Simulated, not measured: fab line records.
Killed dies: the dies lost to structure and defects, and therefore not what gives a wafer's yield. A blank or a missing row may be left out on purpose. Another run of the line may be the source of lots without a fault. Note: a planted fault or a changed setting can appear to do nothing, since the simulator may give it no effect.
2 desks looking at one fault	flow gf180mcu	every desk sees just its own numbers, and what lay behind them comes last

## METROLOGY DESK
Lot by lot, what the gauges showed, no matter which tool ran the lot: averages of those sampled wafers that carry a number. If a lot's mean is further than 4 standard deviations from the usual mean, the lot is out of limits and carries the mark OUT (the distance appears in the brackets).
Columns: A = CONTACT_W_RS at GF_CONTACT_RS_MEAS_25, usual 0.380 ohm/sq; B = CONTACT_W_THK at GF_CONTACT_THK_MEAS_26, usual 307 nm
lot	first seen here	A	B
L331	day 15 22:49	0.378	306
L333	day 16 13:33	0.339 (-11) OUT	356 (+13) OUT
L334	day 17 01:04	0.341 (-10) OUT	357 (+14) OUT
L337	day 18 05:53	0.380	305
L345	day 21 11:50	0.377	309
L346	day 21 22:50	0.375	312
L347	day 22 05:56	0.375	311
L348	day 22 10:24	0.378	308
L349	day 22 20:47	0.383	305
L351	day 23 12:32	0.385	301
L354	day 24 11:56	0.380	310
This desk's result: L333, L334 out of limits, first on L333 (CONTACT_W_RS at GF_CONTACT_RS_MEAS_25), day 16 13:33. Within limits: L331, L337, L345, L346, L347, L348, L349, L351, L354.

## TOOL OWNER'S DESK, cvd w-01
The tool's own readings at GF_CONTACT_CVD_24 (deposits W, target thk 300 nm, time 90.339 s): means of the sampled wafers that have a number, for each lot that ran on this tool. If a lot's mean is further than 4 standard deviations from the usual mean, the lot is out of limits and carries the mark OUT (the distance appears in the brackets).
Columns: A = chamber pressure Torr at GF_CONTACT_CVD_24, usual 40.00 Torr; B = heater power w at GF_CONTACT_CVD_24, usual 908 W
lot	first seen here	A	B
L331	day 15 22:43	39.95	1007
L333	day 16 13:26	39.96	928
L334	day 17 00:58	39.92	931
L345	day 21 11:44	40.03	909
L346	day 21 22:44	39.98	1007
L347	day 22 05:50	39.91	924
L349	day 22 20:40	40.06	920
L351	day 23 12:26	40.01	909
This desk's verdict: no lot among the 8 shows anything out of limits.

## BROUGHT TOGETHER
An alarm was possible from the metrology desk at day 16 13:33, on L333, L334.
Nothing out of limits was seen by the tool owner's desk.
Tool owner's desk: L333, L334 on record, inside its limits.
On cvd w-01, each named lot ran GF_CONTACT_CVD_24.

## WHAT WAS PUT IN BY THE SIMULATOR
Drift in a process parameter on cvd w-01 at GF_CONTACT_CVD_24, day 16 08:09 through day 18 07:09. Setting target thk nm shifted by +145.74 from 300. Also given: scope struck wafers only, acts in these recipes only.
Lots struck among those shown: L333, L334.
Time in hours between the start of the fault and the first out-of-limits reading at each desk: metrology desk, 5.
